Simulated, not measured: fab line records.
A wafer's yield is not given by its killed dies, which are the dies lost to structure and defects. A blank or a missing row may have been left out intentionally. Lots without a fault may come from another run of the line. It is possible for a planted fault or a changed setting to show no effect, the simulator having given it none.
The tool behind it: which one? -- flow sky130 -- 7 lots, 21 wafers sampled, at 1 step of a route of 708

## WHAT THE GAUGES SHOWED, per wafer
SKY_VIA3_OVL_MEAS_13.
lot,measured,on,VIA3_OVL (nm)
L311,day 40 22:15,overlay-02,-18 2 0
L313,day 41 09:48,overlay-01,0 1 -4
L315,day 42 02:13,overlay-01,-2 -3 -4
L322,day 44 01:19,overlay-02,2 -1 10
L325,day 44 19:34,overlay-01,-13 -12 -19
L327,day 45 08:30,overlay-02,4 -1 -2
L329,day 45 22:06,overlay-01,4 -10 0

## WHICH TOOL RAN EACH LOT (tool, then ch and the chambers of the sampled wafers, then the start)
The record shows no process step preceding these readings.

## THE ANSWER, worked out from the rows above alone
Rule: the lots themselves supply what counts as usual. The widest of any qualifying gaps counts: lots, ordered by their means at a reading, are off when they make up no more than a third of the lots, leave a main group of 4 or more, and stand apart from it by 3 or more times the standard deviation of that group's means. The tables above print the reading to a certain number of digits; a main group whose means all agree to those digits is not used. A lot without any number at a reading at which 4 lots or more have one is off too. All remaining lots with rows at the step are treated as sound.
Off: L325, seen at SKY_VIA3_OVL_MEAS_13 (VIA3_OVL). Main group: mean -1 nm, sd 2.8.
A tool fits if, at a process step before that reading, it ran every lot that is off, and no sound lot after the first of them. The gauges at SKY_VIA3_OVL_MEAS_13 are tried like those tools. No candidate that was tried fits.

## WHAT WAS PUT IN BY THE SIMULATOR
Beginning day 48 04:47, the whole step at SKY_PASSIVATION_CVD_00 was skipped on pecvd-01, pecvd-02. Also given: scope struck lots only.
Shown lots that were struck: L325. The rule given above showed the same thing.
